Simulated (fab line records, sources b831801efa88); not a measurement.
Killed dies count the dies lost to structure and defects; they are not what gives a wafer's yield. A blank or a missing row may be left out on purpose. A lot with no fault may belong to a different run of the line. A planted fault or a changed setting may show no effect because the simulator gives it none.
Which tool is to blame? || flow sky130 || 15 lots, 45 wafers sampled, at 4 steps of a route of 708

== WHAT THE GAUGES READ, wafer by wafer ==
SKY_VT_ADJUST_PCH_TW_MEAS_10. Usual: VT_ADJUST_PCH_TW gives 142.9 (standard deviation 1).
{"lot": "L867", "measured": "day 10 12:41", "on": "film-metro-03", "VT_ADJUST_PCH_TW": "141.8 141.7 142.1", "flag": ""}
{"lot": "L868", "measured": "day 10 17:55", "on": "film-metro-01", "VT_ADJUST_PCH_TW": "143.6 143.8 145.3", "flag": ""}
{"lot": "L869", "measured": "day 11 01:46", "on": "film-metro-02", "VT_ADJUST_PCH_TW": "144.3 143.0 143.4", "flag": ""}
{"lot": "L872", "measured": "day 11 20:08", "on": "film-metro-01", "VT_ADJUST_PCH_TW": "144.4 144.0 144.2", "flag": ""}
{"lot": "L873", "measured": "day 12 09:19", "on": "film-metro-02", "VT_ADJUST_PCH_TW": "143.6 144.4 144.0", "flag": ""}
{"lot": "L876", "measured": "day 12 23:29", "on": "film-metro-03", "VT_ADJUST_PCH_TW": "143.1 142.7 142.8", "flag": ""}
{"lot": "L877", "measured": "day 13 11:14", "on": "film-metro-03", "VT_ADJUST_PCH_TW": "141.3 142.4 142.6", "flag": ""}
{"lot": "L878", "measured": "day 13 19:20", "on": "film-metro-03", "VT_ADJUST_PCH_TW": "141.1 142.2 141.7", "flag": ""}
{"lot": "L880", "measured": "day 14 11:16", "on": "film-metro-02", "VT_ADJUST_PCH_TW": "144.0 144.4 142.8", "flag": ""}
{"lot": "L885", "measured": "day 16 00:39", "on": "film-metro-03", "VT_ADJUST_PCH_TW": "142.2 142.0 142.6", "flag": ""}
{"lot": "L886", "measured": "day 16 15:58", "on": "film-metro-03", "VT_ADJUST_PCH_TW": "142.5 142.7 142.3", "flag": ""}
{"lot": "L887", "measured": "day 17 00:56", "on": "film-metro-03", "VT_ADJUST_PCH_TW": "141.1 141.5 141.9", "flag": ""}
{"lot": "L888", "measured": "day 17 06:46", "on": "film-metro-01", "VT_ADJUST_PCH_TW": "143.8 143.7 144.2", "flag": ""}
{"lot": "L889", "measured": "day 17 08:10", "on": "film-metro-03", "VT_ADJUST_PCH_TW": "141.7 141.7 142.2", "flag": ""}
{"lot": "L890", "measured": "day 17 12:37", "on": "film-metro-03", "VT_ADJUST_PCH_TW": "141.1 141.1 142.2", "flag": ""}

SKY_SONOS_ONO_CD_MEAS_13: the cd target is 410 nm. Usual: 410.7 nm for cd-nm, sd 2.1.
{"lot": "L867", "measured": "day 12 17:04", "on": "cd-sem-01", "cd-nm (nm)": "408.6 408.3 409.3", "flag": ""}
{"lot": "L868", "measured": "day 12 23:40", "on": "cd-sem-01", "cd-nm (nm)": "410.2 412.0 409.6", "flag": ""}
{"lot": "L869", "measured": "day 13 12:29", "on": "cd-sem-01", "cd-nm (nm)": "412.5 411.4 409.4", "flag": ""}
{"lot": "L872", "measured": "day 14 02:28", "on": "cd-sem-02", "cd-nm (nm)": "409.4 407.9 406.0", "flag": ""}
{"lot": "L873", "measured": "day 14 17:54", "on": "cd-sem-02", "cd-nm (nm)": "412.6 413.4 412.6", "flag": ""}
{"lot": "L876", "measured": "day 15 09:40", "on": "cd-sem-02", "cd-nm (nm)": "407.6 408.0 407.4", "flag": ""}
{"lot": "L877", "measured": "day 15 22:47", "on": "cd-sem-01", "cd-nm (nm)": "415.6 414.0 414.2", "flag": ""}
{"lot": "L878", "measured": "day 16 06:16", "on": "cd-sem-02", "cd-nm (nm)": "405.4 409.5 410.0", "flag": ""}
{"lot": "L880", "measured": "day 17 00:57", "on": "cd-sem-01", "cd-nm (nm)": "411.4 411.6 412.4", "flag": ""}
{"lot": "L885", "measured": "day 18 18:58", "on": "cd-sem-02", "cd-nm (nm)": "410.3 412.0 408.5", "flag": ""}
{"lot": "L886", "measured": "day 19 06:57", "on": "cd-sem-02", "cd-nm (nm)": "409.1 409.2 408.2", "flag": ""}
{"lot": "L887", "measured": "day 19 17:24", "on": "cd-sem-02", "cd-nm (nm)": "414.1 413.1 413.3", "flag": ""}
{"lot": "L888", "measured": "day 20 00:20", "on": "cd-sem-02", "cd-nm (nm)": "408.2 409.2 408.5", "flag": ""}
{"lot": "L889", "measured": "day 20 02:50", "on": "cd-sem-02", "cd-nm (nm)": "413.1 413.0 412.9", "flag": ""}
{"lot": "L890", "measured": "day 20 06:40", "on": "cd-sem-01", "cd-nm (nm)": "409.0 408.2 410.8", "flag": ""}

== WHICH TOOL RAN EACH LOT (tool, then ch and the chambers of the sampled wafers, then the start) ==
{"lot": "L867", "SKY_VT_ADJUST_HVTR_STRIP_10": "plasma-asher-03 ch 0,1, day 9 14:58", "SKY_SONOS_ONO_OXIDATION_00": "furnace-02 ch 0, day 11 12:32"}
{"lot": "L868", "SKY_VT_ADJUST_HVTR_STRIP_10": "plasma-asher-04 ch 0,1, day 9 19:47", "SKY_SONOS_ONO_OXIDATION_00": "furnace-02 ch 0, day 11 19:23"}
{"lot": "L869", "SKY_VT_ADJUST_HVTR_STRIP_10": "plasma-asher-02 ch 0,1, day 10 03:02", "SKY_SONOS_ONO_OXIDATION_00": "furnace-01 ch 0, day 12 04:36"}
{"lot": "L872", "SKY_VT_ADJUST_HVTR_STRIP_10": "plasma-asher-02 ch 0,1, day 10 20:50", "SKY_SONOS_ONO_OXIDATION_00": "furnace-02 ch 0, day 12 20:34"}
{"lot": "L873", "SKY_VT_ADJUST_HVTR_STRIP_10": "plasma-asher-02 ch 0,1, day 11 08:34", "SKY_SONOS_ONO_OXIDATION_00": "furnace-01 ch 0, day 13 11:44"}
{"lot": "L876", "SKY_VT_ADJUST_HVTR_STRIP_10": "plasma-asher-02 ch 0,1, day 11 22:47", "SKY_SONOS_ONO_OXIDATION_00": "furnace-02 ch 0, day 14 03:35"}
{"lot": "L877", "SKY_VT_ADJUST_HVTR_STRIP_10": "plasma-asher-04 ch 1, day 12 10:10", "SKY_SONOS_ONO_OXIDATION_00": "furnace-01 ch 0, day 14 14:37"}
{"lot": "L878", "SKY_VT_ADJUST_HVTR_STRIP_10": "plasma-asher-03 ch 0,1, day 12 17:41", "SKY_SONOS_ONO_OXIDATION_00": "furnace-01 ch 0, day 14 23:04"}
{"lot": "L880", "SKY_VT_ADJUST_HVTR_STRIP_10": "plasma-asher-02 ch 0,1, day 13 09:59", "SKY_SONOS_ONO_OXIDATION_00": "furnace-01 ch 0, day 15 15:25"}
{"lot": "L885", "SKY_VT_ADJUST_HVTR_STRIP_10": "plasma-asher-03 ch 0,1, day 14 21:23", "SKY_SONOS_ONO_OXIDATION_00": "furnace-01, day 17 07:37"}
{"lot": "L886", "SKY_VT_ADJUST_HVTR_STRIP_10": "plasma-asher-02 ch 0,1, day 15 11:58", "SKY_SONOS_ONO_OXIDATION_00": "furnace-01, day 17 21:10"}
{"lot": "L887", "SKY_VT_ADJUST_HVTR_STRIP_10": "plasma-asher-02 ch 0,1, day 15 20:08", "SKY_SONOS_ONO_OXIDATION_00": "furnace-02, day 18 06:26"}
{"lot": "L888", "SKY_VT_ADJUST_HVTR_STRIP_10": "plasma-asher-02 ch 0,1, day 16 03:05", "SKY_SONOS_ONO_OXIDATION_00": "furnace-02 ch 0, day 18 13:37"}
{"lot": "L889", "SKY_VT_ADJUST_HVTR_STRIP_10": "plasma-asher-04 ch 0,1, day 16 04:47", "SKY_SONOS_ONO_OXIDATION_00": "furnace-01 ch 0, day 18 15:05"}
{"lot": "L890", "SKY_VT_ADJUST_HVTR_STRIP_10": "plasma-asher-03 ch 0, day 16 08:26", "SKY_SONOS_ONO_OXIDATION_00": "furnace-01 ch 0, day 18 19:27"}
- SKY_VT_ADJUST_HVTR_STRIP_10: strips in O2/N2.
- SKY_SONOS_ONO_OXIDATION_00: stabilise 600 s, purge 300 s, target thk 2.6 nm.

== AS READ BY THE TOOLS THEMSELVES (means over the sampled wafers that have a number; for cases with no such wafer, the mark the record gives instead) ==
SKY_VT_ADJUST_HVTR_STRIP_10. Usual: drypump-motor-current-A 5.8 A, standard deviation 0.47; oes-product-au 0.716 a.u., standard deviation 0.0046; strip-time-to-endpoint-s 14.19 s, standard deviation 0.048.
{"lot": "L867", "tool": "plasma-asher-03", "drypump-motor-current-A (A)": 5.9, "oes-product-au (a.u.)": 0.716, "strip-time-to-endpoint-s (s)": 14.19, "flag": ""}
{"lot": "L868", "tool": "plasma-asher-04", "drypump-motor-current-A (A)": 6.1, "oes-product-au (a.u.)": 0.719, "strip-time-to-endpoint-s (s)": 14.16, "flag": ""}
{"lot": "L869", "tool": "plasma-asher-02", "drypump-motor-current-A (A)": 5.6, "oes-product-au (a.u.)": 0.718, "strip-time-to-endpoint-s (s)": 14.29, "flag": ""}
{"lot": "L872", "tool": "plasma-asher-02", "drypump-motor-current-A (A)": 5.4, "oes-product-au (a.u.)": 0.719, "strip-time-to-endpoint-s (s)": 14.18, "flag": ""}
{"lot": "L873", "tool": "plasma-asher-02", "drypump-motor-current-A (A)": 5.6, "oes-product-au (a.u.)": 0.719, "strip-time-to-endpoint-s (s)": 14.19, "flag": ""}
{"lot": "L876", "tool": "plasma-asher-02", "drypump-motor-current-A (A)": 5.4, "oes-product-au (a.u.)": 0.713, "strip-time-to-endpoint-s (s)": 14.24, "flag": ""}
{"lot": "L877", "tool": "plasma-asher-04", "drypump-motor-current-A (A)": 6.2, "oes-product-au (a.u.)": 0.721, "strip-time-to-endpoint-s (s)": 14.13, "flag": ""}
{"lot": "L878", "tool": "plasma-asher-03", "drypump-motor-current-A (A)": 6.0, "oes-product-au (a.u.)": 0.715, "strip-time-to-endpoint-s (s)": 14.17, "flag": ""}
{"lot": "L880", "tool": "plasma-asher-02", "drypump-motor-current-A (A)": 5.4, "oes-product-au (a.u.)": 0.716, "strip-time-to-endpoint-s (s)": 14.13, "flag": ""}
{"lot": "L885", "tool": "plasma-asher-03", "drypump-motor-current-A (A)": 5.9, "oes-product-au (a.u.)": 0.715, "strip-time-to-endpoint-s (s)": 14.19, "flag": ""}
{"lot": "L886", "tool": "plasma-asher-02", "drypump-motor-current-A (A)": 5.6, "oes-product-au (a.u.)": 0.713, "strip-time-to-endpoint-s (s)": 14.28, "flag": ""}
{"lot": "L887", "tool": "plasma-asher-02", "drypump-motor-current-A (A)": 5.4, "oes-product-au (a.u.)": 0.714, "strip-time-to-endpoint-s (s)": 14.20, "flag": ""}
{"lot": "L888", "tool": "plasma-asher-02", "drypump-motor-current-A (A)": 5.6, "oes-product-au (a.u.)": 0.716, "strip-time-to-endpoint-s (s)": 14.20, "flag": ""}
{"lot": "L889", "tool": "plasma-asher-04", "drypump-motor-current-A (A)": 6.1, "oes-product-au (a.u.)": 0.719, "strip-time-to-endpoint-s (s)": 14.16, "flag": ""}
{"lot": "L890", "tool": "plasma-asher-03", "drypump-motor-current-A (A)": 6.7, "oes-product-au (a.u.)": 0.716, "strip-time-to-endpoint-s (s)": 14.20, "flag": ""}

SKY_SONOS_ONO_OXIDATION_00. Usual: ox-temp-c 800.0 C, standard deviation 0.34; ox-temp-c-max 804.4, standard deviation 1.4; spike-tc-centre-C 800.4 C, standard deviation 1.
{"lot": "L867", "tool": "furnace-02", "ox-temp-c (C)": 799.9, "ox-temp-c-max": 803.0, "spike-tc-centre-C (C)": 801.0, "flag": ""}
{"lot": "L868", "tool": "furnace-02", "ox-temp-c (C)": 800.3, "ox-temp-c-max": 803.4, "spike-tc-centre-C (C)": 800.4, "flag": ""}
{"lot": "L869", "tool": "furnace-01", "ox-temp-c (C)": 799.8, "ox-temp-c-max": 805.9, "spike-tc-centre-C (C)": 801.3, "flag": ""}
{"lot": "L872", "tool": "furnace-02", "ox-temp-c (C)": 800.4, "ox-temp-c-max": 803.3, "spike-tc-centre-C (C)": 800.4, "flag": ""}
{"lot": "L873", "tool": "furnace-01", "ox-temp-c (C)": 800.1, "ox-temp-c-max": 806.4, "spike-tc-centre-C (C)": 800.0, "flag": ""}
{"lot": "L876", "tool": "furnace-02", "ox-temp-c (C)": 800.1, "ox-temp-c-max": 803.1, "spike-tc-centre-C (C)": 799.7, "flag": ""}
{"lot": "L877", "tool": "furnace-01", "ox-temp-c (C)": 799.9, "ox-temp-c-max": 805.5, "spike-tc-centre-C (C)": 800.1, "flag": ""}
{"lot": "L878", "tool": "furnace-01", "ox-temp-c (C)": 799.7, "ox-temp-c-max": 805.5, "spike-tc-centre-C (C)": 801.0, "flag": ""}
{"lot": "L880", "tool": "furnace-01", "ox-temp-c (C)": 799.8, "ox-temp-c-max": 805.2, "spike-tc-centre-C (C)": 800.7, "flag": ""}
{"lot": "L885", "tool": "furnace-01", "ox-temp-c (C)": "-", "ox-temp-c-max": "-", "spike-tc-centre-C (C)": "-", "flag": "OFF"}
{"lot": "L886", "tool": "furnace-01", "ox-temp-c (C)": "-", "ox-temp-c-max": "-", "spike-tc-centre-C (C)": "-", "flag": "OFF"}
{"lot": "L887", "tool": "furnace-02", "ox-temp-c (C)": "-", "ox-temp-c-max": "-", "spike-tc-centre-C (C)": "-", "flag": "OFF"}
{"lot": "L888", "tool": "furnace-02", "ox-temp-c (C)": 800.0, "ox-temp-c-max": 803.0, "spike-tc-centre-C (C)": 800.5, "flag": ""}
{"lot": "L889", "tool": "furnace-01", "ox-temp-c (C)": 800.0, "ox-temp-c-max": 805.3, "spike-tc-centre-C (C)": 799.5, "flag": ""}
{"lot": "L890", "tool": "furnace-01", "ox-temp-c (C)": 800.0, "ox-temp-c-max": 805.9, "spike-tc-centre-C (C)": 800.2, "flag": ""}

== THE ANSWER, worked out from the rows above alone ==
Rule: a lot counts as off when the mean over its wafers that have a number is more than 3 standard deviations away from the usual mean. Also off: a lot with no number at a reading for which 4 or more lots have one. The other lots that the step has rows for count as sound. After the gauges, taken in route order, come the tools' own readings; for these a lot's mean is taken, as printed above. At the first step where some lot is off, the reading lying furthest off is the one used; lots without a number count as furthest.
Off at SKY_SONOS_ONO_OXIDATION_00 (ox-temp-c): L885, L886, L887. Without a number there: L885, L886, L887.
A tool fits if, at that step or a process step before it, it ran every lot that is off, and no sound lot after the first of them. None of those tried fits.

== WHAT THE SIMULATOR HAD INSERTED ==
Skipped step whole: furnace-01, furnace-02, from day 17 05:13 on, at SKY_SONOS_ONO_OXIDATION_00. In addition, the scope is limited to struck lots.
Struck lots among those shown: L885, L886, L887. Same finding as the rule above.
